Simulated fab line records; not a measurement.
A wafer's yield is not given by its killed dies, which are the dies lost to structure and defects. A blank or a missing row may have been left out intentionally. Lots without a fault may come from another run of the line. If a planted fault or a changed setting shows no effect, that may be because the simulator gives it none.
fab line records -- flow sfq-line
record: lots: 15, wafers: 43, last-day: 92
route steps=325 shown I3@143 JJ@180 A5B@209 R5@223
lots that met no fault: taken from a fault-free run of the same line
start-h: start of the lot's first displayed wafer, in hours after the record's first day -- wait-h: hours elapsed since this lot's preceding step -- " repeats the value in the row above -- L1.1+2: one row covering several wafers at once -- - no value, or no start was given -- * or withheld: withheld -- < > ~ a bound
route shown NAME@n: NAME is a module with steps in the file, n the number in the route of the first one -- usual: mean/standard deviation of fault-free wafers -- same: alike in all rows -- chamber/n: place in a boat -- sites: the reading at each site -- _std_site: the values' standard deviation -- _edge_site: mean of outer sites minus mean of inner sites -- radius-mm: how far each site lies from the wafer's centre -- mask NAME#n: copy n -- behind: tool/chamber where the wafer was last shaped -- hold: why the lot went on hold/how many hours it stayed there/how the hold came to an end -- device: which transistor (n, p or np) failed to switch -- end of line: tests run on the same wafers once the route is complete -- where a step has no rows: the recipe by itself -- killed: dies lost to structure and defects at the first sort, not the wafer's yield -- map: a wafer's dies, x killed, . not, _ none there
set.NAME: setting as actually run; set.NAME@STEP: the setting as run at that earlier step -- model.NAME: the simulator's own value behind a step, which no gauge read
a sample of lots followed through the steps of the route, with each step as a table and each wafer as a row
services: when a tool's chamber went out of use (start-h, in hours from the record's first day, below 0 if earlier), for how many hours, and the reason
== steps ==
step: SFQ_I3_OVL_MEAS_923
usual: I3_OVL: -2/5.9
lot.wafer,tool,chamber,start-h,wait-h,I3_OVL[nm]
L596.3,overlay-01,-,1052.42,0.1,0
L596.4,overlay-01,-,1052.42,0.1,-7
L596.6,overlay-01,-,1052.42,0.1,-3
L597.1,overlay-01,-,1054.76,0.1,5
L597.2,overlay-01,-,1054.76,0.1,-10
L597.5,overlay-01,-,1054.76,0.1,6
L598.1,overlay-01,-,1203.99,0.1,-10
L598.2,overlay-01,-,1203.99,0.1,2
L598.6,overlay-01,-,1203.99,0.1,3
L599.1,overlay-01,-,1207.59,0.1,1
L599.3,overlay-01,-,1207.59,0.1,0
L599.5,overlay-01,-,1207.59,0.1,-1
L600.1,overlay-01,-,1317.53,0.1,8
L600.2,overlay-01,-,1317.53,0.1,1
L600.3,overlay-01,-,1317.53,0.1,6
L601.1,overlay-01,-,1327.13,0.1,2
L601.3,overlay-01,-,1327.13,0.1,2
L601.4,overlay-01,-,1327.13,0.1,-7
L603.3,overlay-02,-,1336.74,0.1,-8
L603.4,overlay-02,-,1336.74,0.1,-5
L603.5,overlay-02,-,1336.74,0.1,-13
L605.1,overlay-01,-,1340.33,0.1,1
L605.3,overlay-01,-,1340.33,0.1,0
L605.4,overlay-01,-,1340.33,0.1,-5
L606.3,overlay-02,-,1343.94,0.1,-8
L606.4,overlay-02,-,1343.94,0.1,-3
L606.6,overlay-02,-,1343.94,0.1,2
L607.1,overlay-01,-,1346.33,0.1,-2
L607.3,overlay-01,-,1346.33,0.1,-7
L607.5,overlay-01,-,1346.33,0.1,3
L609.3,overlay-02,-,1349.94,0.1,-2
L609.4,overlay-02,-,1349.94,0.1,-9
L611.1,overlay-02,-,1354.73,0.1,-5
L611.3,overlay-02,-,1354.73,0.1,-16
L614.2,overlay-02,-,1366.86,0.1,-9
L614.3,overlay-02,-,1366.86,0.1,-5
L614.4,overlay-02,-,1366.86,0.1,-2
L615.1,overlay-01,-,1369.26,0.1,3
L615.3,overlay-01,-,1369.26,0.1,-3
L615.4,overlay-01,-,1369.26,0.1,-4
L616.2,overlay-02,-,1372.86,0.1,5
L616.5,overlay-02,-,1372.86,0.1,4
L616.6,overlay-02,-,1372.86,0.1,2
step: SFQ_TRILAYER_JJ_TRILAYER_DEP_SPUTTER_110
recipe: material: Al, base-pressure-pa: 1.33e-06, target-thk-nm: 8, power-w: 500, time-s: 10, chamber-pressure-pa: 0.4
usual: throttle-valve-pct: 29.8/0.71
lot.wafer,tool,chamber,start-h,wait-h,throttle-valve-pct
L596.3,pvd-sputter-04,-,1307.80,0.0,31.1
L596.4,pvd-sputter-04,-,1307.80,0.0,29.0
L596.6,pvd-sputter-04,-,1307.80,0.0,30.8
L597.1,pvd-sputter-05,-,1311.40,0.0,30.4
L597.2,pvd-sputter-05,-,1311.40,0.0,29.4
L597.5,pvd-sputter-05,-,1311.40,0.0,29.8
L598.1,pvd-sputter-04,-,1334.20,0.0,30.7
L598.2,pvd-sputter-04,-,1334.20,0.0,29.4
L598.6,pvd-sputter-04,-,1334.20,0.0,31.3
L599.1,pvd-sputter-05,-,1336.60,0.0,30.1
L599.3,pvd-sputter-05,-,1336.60,0.0,29.8
L599.5,pvd-sputter-05,-,1336.60,0.0,28.6
L600.1,pvd-sputter-03,-,1457.01,0.0,29.7
L600.2,pvd-sputter-03,-,1457.01,0.0,30.8
L600.3,pvd-sputter-03,-,1457.01,0.0,29.2
L601.1,pvd-sputter-03,-,1468.39,0.0,29.7
L601.3,pvd-sputter-03,-,1468.39,0.0,30.8
L601.4,pvd-sputter-03,-,1468.39,0.0,29.9
L603.3,pvd-sputter-03,-,1478.55,0.0,29.6
L603.4,pvd-sputter-03,-,1478.55,0.0,29.2
L603.5,pvd-sputter-03,-,1478.55,0.0,29.1
L605.1,pvd-sputter-04,-,1484.96,0.0,29.2
L605.3,pvd-sputter-04,-,1484.96,0.0,30.9
L605.4,pvd-sputter-04,-,1484.96,0.0,30.6
L606.3,pvd-sputter-03,-,1486.77,0.0,30.6
L606.4,pvd-sputter-03,-,1486.77,0.0,29.3
L606.6,pvd-sputter-03,-,1486.77,0.0,30.5
L607.1,pvd-sputter-05,-,1487.38,0.0,28.6
L607.3,pvd-sputter-05,-,1487.38,0.0,29.3
L607.5,pvd-sputter-05,-,1487.38,0.0,30.3
L609.3,pvd-sputter-05,-,1492.76,0.0,29.3
L609.4,pvd-sputter-05,-,1492.76,0.0,29.5
L611.1,pvd-sputter-03,-,1500.56,0.0,29.9
L611.3,pvd-sputter-03,-,1500.56,0.0,30.3
L614.2,pvd-sputter-05,-,1510.16,0.0,29.3
L614.3,pvd-sputter-05,-,1510.16,0.0,30.3
L614.4,pvd-sputter-05,-,1510.16,0.0,29.5
L615.1,pvd-sputter-03,-,1514.30,0.0,29.7
L615.3,pvd-sputter-03,-,1514.30,0.0,30.4
L615.4,pvd-sputter-03,-,1514.30,0.0,30.0
L616.2,pvd-sputter-03,-,1521.50,0.0,29.0
L616.5,pvd-sputter-03,-,1521.50,0.0,29.7
L616.6,pvd-sputter-03,-,1521.50,0.0,28.9
step: SFQ_TRILAYER_A5B_DEP_PECVD_129
recipe: material: SiO2, temp-c: 150, time-s: 133.33, pressure-torr: 2.4, rf-w: 183.3, precursor: SiH4/N2O, target-thk-nm: 600
usual: heater-power-outer-w: 24/8.3, heater-power-w: 75/13, run-length-s: 161.3/0.65, throttle-valve-pct: 24.9/0.85
lot.wafer,tool,chamber,start-h,wait-h,heater-power-outer-w,heater-power-w,run-length-s,throttle-valve-pct
L596.3,pecvd-04,0,1548.77,0.0,12,60,161.9,24.9
L596.4,pecvd-04,1,1548.77,0.0,21,68,161.0,25.2
L596.6,pecvd-04,0,1548.77,0.0,15,66,161.9,24.9
L597.1,pecvd-01,1,1551.17,0.0,39,102,162.7,25.0
L597.2,pecvd-01,2,1551.17,0.0,13,57,161.9,25.6
L597.5,pecvd-01,1,1551.17,0.0,27,84,162.7,25.2
L598.1,pecvd-02,2,1567.97,0.0,29,81,161.4,24.6
L598.2,pecvd-02,0,1567.97,0.0,21,63,161.1,24.4
L598.6,pecvd-02,2,1567.97,0.0,17,64,161.7,24.6
L599.1,pecvd-04,1,1570.02,0.0,13,58,160.7,25.2
L599.3,pecvd-04,2,1570.02,0.0,27,82,160.6,23.6
L599.5,pecvd-04,1,1570.02,0.0,16,62,160.8,25.3
L600.1,pecvd-01,2,1577.57,0.0,13,57,161.6,25.3
L600.2,pecvd-01,0,1577.57,0.0,31,86,160.7,25.2
L600.3,pecvd-01,1,1577.57,0.0,33,96,162.1,25.1
L601.1,pecvd-04,0,1588.54,0.0,22,72,161.7,25.2
L601.3,pecvd-04,1,1588.54,0.0,20,68,161.3,25.1
L601.4,pecvd-04,1,1588.54,0.0,21,70,161.0,25.2
L603.3,pecvd-04,2,1595.68,0.0,19,72,160.1,23.6
L603.4,pecvd-04,0,1595.68,0.0,21,71,161.6,25.0
L603.5,pecvd-04,1,1595.68,0.0,18,65,160.9,25.3
L605.1,pecvd-01,0,1601.79,0.0,36,93,161.0,24.9
L605.3,pecvd-01,2,1601.79,0.0,12,56,161.8,25.6
L605.4,pecvd-01,1,1601.79,0.0,32,93,162.4,25.4
L607.1,pecvd-01,1,1605.39,0.0,33,94,162.7,25.5
L607.3,pecvd-01,2,1605.39,0.0,15,60,194.2,25.5
L607.5,pecvd-01,1,1605.39,0.0,38,99,162.3,25.3
L606.3,pecvd-02,0,1607.81,0.0,20,64,161.3,24.5
L606.4,pecvd-02,2,1607.81,0.0,29,84,162.2,24.9
L606.6,pecvd-02,0,1607.81,0.0,22,67,161.9,24.8
L609.3,pecvd-01,2,1616.19,0.0,12,55,193.9,25.8
L609.4,pecvd-01,1,1616.19,0.0,35,95,194.6,25.4
L611.1,pecvd-01,0,1637.99,0.0,32,88,161.6,25.4
L611.3,pecvd-01,2,1637.99,0.0,9,53,193.7,25.6
L614.2,pecvd-04,0,1735.22,0.0,19,71,161.9,25.0
L614.3,pecvd-04,1,1735.22,0.0,19,67,161.0,25.4
L614.4,pecvd-04,0,1735.22,0.0,21,71,161.6,25.0
L615.1,pecvd-02,1,1740.02,0.0,36,85,160.8,23.9
L615.3,pecvd-02,2,1740.02,0.0,25,75,162.4,25.6
L615.4,pecvd-02,1,1740.02,0.0,37,85,160.7,24.3
L616.2,pecvd-01,1,1750.82,0.0,35,96,162.4,25.7
L616.5,pecvd-01,0,1750.82,0.0,26,79,161.2,25.7
L616.6,pecvd-01,2,1750.82,0.0,16,61,161.5,26.0
step: SFQ_R5_OVL_MEAS_935
usual: R5_OVL: -1/5
lot.wafer,tool,chamber,start-h,wait-h,R5_OVL[nm]
L596.3,overlay-01,-,1557.41,0.1,-2
L596.4,overlay-01,-,1557.41,0.1,-9
L596.6,overlay-01,-,1557.41,0.1,-4
L597.1,overlay-01,-,1561.00,0.1,-4
L597.2,overlay-01,-,1561.00,0.1,0
L597.5,overlay-01,-,1561.00,0.1,-2
L598.1,overlay-01,-,1583.80,0.1,3
L598.2,overlay-01,-,1583.80,0.1,5
L598.6,overlay-01,-,1583.80,0.1,-1
L599.1,overlay-01,-,1586.20,0.1,-7
L599.3,overlay-01,-,1586.20,0.1,-3
L599.5,overlay-01,-,1586.20,0.1,-1
L600.1,overlay-01,-,1602.83,0.1,7
L600.2,overlay-01,-,1602.83,0.1,4
L600.3,overlay-01,-,1602.83,0.1,7
L601.1,overlay-01,-,1604.03,0.1,1
L601.3,overlay-01,-,1604.03,0.1,-2
L601.4,overlay-01,-,1604.03,0.1,3
L603.3,overlay-02,-,1607.74,0.1,-6
L603.4,overlay-02,-,1607.74,0.1,-3
L603.5,overlay-02,-,1607.74,0.1,-13
L605.1,overlay-01,-,1616.29,0.1,2
L605.3,overlay-01,-,1616.29,0.1,3
L605.4,overlay-01,-,1616.29,0.1,4
L607.1,overlay-01,-,1619.28,0.1,-7
L607.3,overlay-01,-,1619.28,0.1,-4
L607.5,overlay-01,-,1619.28,0.1,-7
L606.3,overlay-01,-,1724.57,0.1,-1
L606.4,overlay-01,-,1724.57,0.1,-1
L606.6,overlay-01,-,1724.57,0.1,-5
L609.3,overlay-01,-,1736.57,0.1,1
L609.4,overlay-01,-,1736.57,0.1,-5
L611.1,overlay-02,-,1752.15,0.1,-5
L611.3,overlay-02,-,1752.15,0.1,-2
L614.2,overlay-02,-,1844.94,0.1,4
L614.3,overlay-02,-,1844.94,0.1,0
L614.4,overlay-02,-,1844.94,0.1,3
L615.1,overlay-01,-,1854.44,0.1,1
L615.3,overlay-01,-,1854.44,0.1,0
L615.4,overlay-01,-,1854.44,0.1,-4
L616.2,overlay-02,-,1866.45,0.1,6
L616.5,overlay-02,-,1866.45,0.1,1
L616.6,overlay-02,-,1866.45,0.1,4
== services ==
tool,chamber,start-h,hours,kind
pvd-sputter-03,-,1284.03,3.6,repair
pvd-sputter-04,-,1294.94,0.5,repair
pecvd-04,-,1295.62,0.5,repair
pecvd-02,-,1316.75,14.0,pm
pecvd-01,1,1339.16,9.2,repair
pecvd-02,-,1344.36,5.5,pm
pvd-sputter-05,-,1361.73,1.2,repair
pvd-sputter-05,-,1366.05,3.1,repair
pecvd-02,0,1373.95,10.2,repair
pecvd-02,2,1378.74,9.4,repair
pecvd-01,-,1382.89,2.8,pm
pecvd-02,1,1412.67,21.4,repair
pecvd-02,2,1425.19,4.3,repair
pecvd-02,0,1425.50,4.6,repair
pecvd-02,-,1452.83,6.0,pm
pecvd-01,0,1458.38,8.5,repair
pecvd-02,0,1469.80,12.6,repair
pvd-sputter-03,-,1565.18,1.0,repair
pecvd-04,-,1591.50,2.8,pm
pecvd-01,0,1605.30,6.4,repair
pecvd-01,1,1621.23,19.0,repair
pvd-sputter-03,-,1670.05,4.5,repair
pecvd-04,0,1705.19,6.8,repair
pecvd-01,-,1715.72,1.0,repair
== key ==
first-sign: step: SFQ_TRILAYER_A5B_DEP_PECVD_129, reading: run-length-s, direction: up, sigmas: 50, usual: *, struck: *
effect none on later readings
met-at SFQ_TRILAYER_A5B_DEP_PECVD_129
struck-lots L607,L609,L611
struck-wafers L607.3,L609.3,L609.4,L611.3
not-acting-at SFQ_I3_OVL_MEAS_923,SFQ_TRILAYER_JJ_TRILAYER_DEP_SPUTTER_110,SFQ_R5_OVL_MEAS_935
onset-between 1601.79 1605.39
fault: kind: process-parameter-drift, tool: pecvd-01, chamber: -, onset-h: 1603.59, steps: SFQ_TRILAYER_A5B_DEP_PECVD_129, channel: time-s, offset: *, shape: step, end-h: 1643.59, scope: struck-wafers-only, acts-in: *, stated: *
